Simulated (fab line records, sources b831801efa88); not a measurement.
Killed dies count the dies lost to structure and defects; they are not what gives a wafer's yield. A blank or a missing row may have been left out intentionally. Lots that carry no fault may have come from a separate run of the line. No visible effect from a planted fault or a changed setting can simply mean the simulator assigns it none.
Matching of chambers ; flow sky130 ; SKY_PASSIVATION_CVD_02 on pecvd-04: 3 sister chambers
The step deposits Si3N4, target thk 540 nm. 14 wafers are shown with their chamber, then 7 later ones without.

## WAFERS PAIRED WITH THEIR CHAMBERS
wafer;chamber;heater power w (W)
L078.1;0;627
L078.2;2;678
L078.3;1;602
L078.4;2;700
L078.5;1;630
L078.6;0;636
L084.1;1;589
L084.2;0;620
L084.3;2;649
L086.2;0;660
L086.4;0;682
L086.6;1;690
L092.1;0;676
L092.2;2;636

SIGNATURES (means of the wafers above)
reading;chamber 0;chamber 1;chamber 2;scatter within a chamber
heater power w;650.17;627.75;665.75;33
Rule: a wafer's distance from a chamber is the root of the sum, over the readings, of the square of ((its reading less the chamber's mean) divided by the reading's scatter). If the next closest chamber is less than 2 further off than the closest, the wafer can't be placed; otherwise it belongs to the closest. The scatter: take each reading less its chamber's mean, square it, sum over the shown wafers, divide by the number of wafers less the number of chambers, and take the root.

## WAFERS MISSING THEIR CHAMBER
wafer;heater power w (W)
L092.3;623
L092.4;670
L092.5;663
L092.6;648
L097.1;675
L097.3;649
L097.6;665

## EACH ONE'S CHAMBER
wafer;from the rows above;in truth
L092.3;can't be placed: 1 or 0 or 2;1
L092.4;can't be placed: 2 or 0 or 1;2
L092.5;can't be placed: 2 or 0 or 1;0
L092.6;can't be placed: 0 or 2 or 1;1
L097.1;can't be placed: 2 or 0 or 1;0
L097.3;can't be placed: 0 or 2 or 1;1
L097.6;can't be placed: 2 or 0 or 1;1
0 of 7 placed correctly. Can't be placed from these rows: 7 (the true chamber is among the candidates in 7). Placed wrongly: 0.
